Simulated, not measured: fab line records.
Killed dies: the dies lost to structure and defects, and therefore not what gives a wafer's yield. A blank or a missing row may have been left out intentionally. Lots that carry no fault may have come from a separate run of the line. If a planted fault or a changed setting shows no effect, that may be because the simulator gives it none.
Which of the tools did it? | flow sky130 | route of 708 steps, sampled at 1 step: 7 lots, 21 wafers

== WHAT EACH GAUGE READ, for each wafer ==
SKY_FIELD_ISO_CD_MEAS_13: target cd 150 nm.
lot  | measured    | on        | cd nm (nm)
L420 | day 2 05:38 | cd sem-02 | 149.8 150.9 150.6
L422 | day 2 11:48 | cd sem-02 | 149.9 149.9 150.5
L426 | day 3 23:46 | cd sem-01 | 152.3 150.5 152.2
L431 | day 5 02:31 | cd sem-01 | 151.0 148.4 149.6
L435 | day 5 22:52 | cd sem-02 | 147.5 148.2 147.1
L438 | day 6 13:04 | cd sem-01 | 149.2 149.2 149.3
L440 | day 7 01:10 | cd sem-01 | 149.7 151.2 150.5

== EACH LOT AND THE TOOL THAT RAN IT (in order: tool; ch and the chambers of the sampled wafers; start) ==
The record shows no process step preceding these readings.

== THE ANSWER, worked out from the rows above alone ==
Rule: usual is defined by the lots themselves. The widest of any qualifying gaps counts: lots, ordered by their means at a reading, are off when they make up no more than a third of the lots, leave a main group of 4 or more, and stand apart from it by 3 or more times the standard deviation of that group's means. The tables above print the reading to a certain number of digits; a main group whose means all agree to those digits is not used. Also off: a lot with no number at a reading for which 4 or more lots have one. Where the step has rows for the other lots, those lots are counted as sound.
No lot is off at any reading shown: from this, nothing can be told.

== WHAT WAS PUT IN BY THE SIMULATOR ==
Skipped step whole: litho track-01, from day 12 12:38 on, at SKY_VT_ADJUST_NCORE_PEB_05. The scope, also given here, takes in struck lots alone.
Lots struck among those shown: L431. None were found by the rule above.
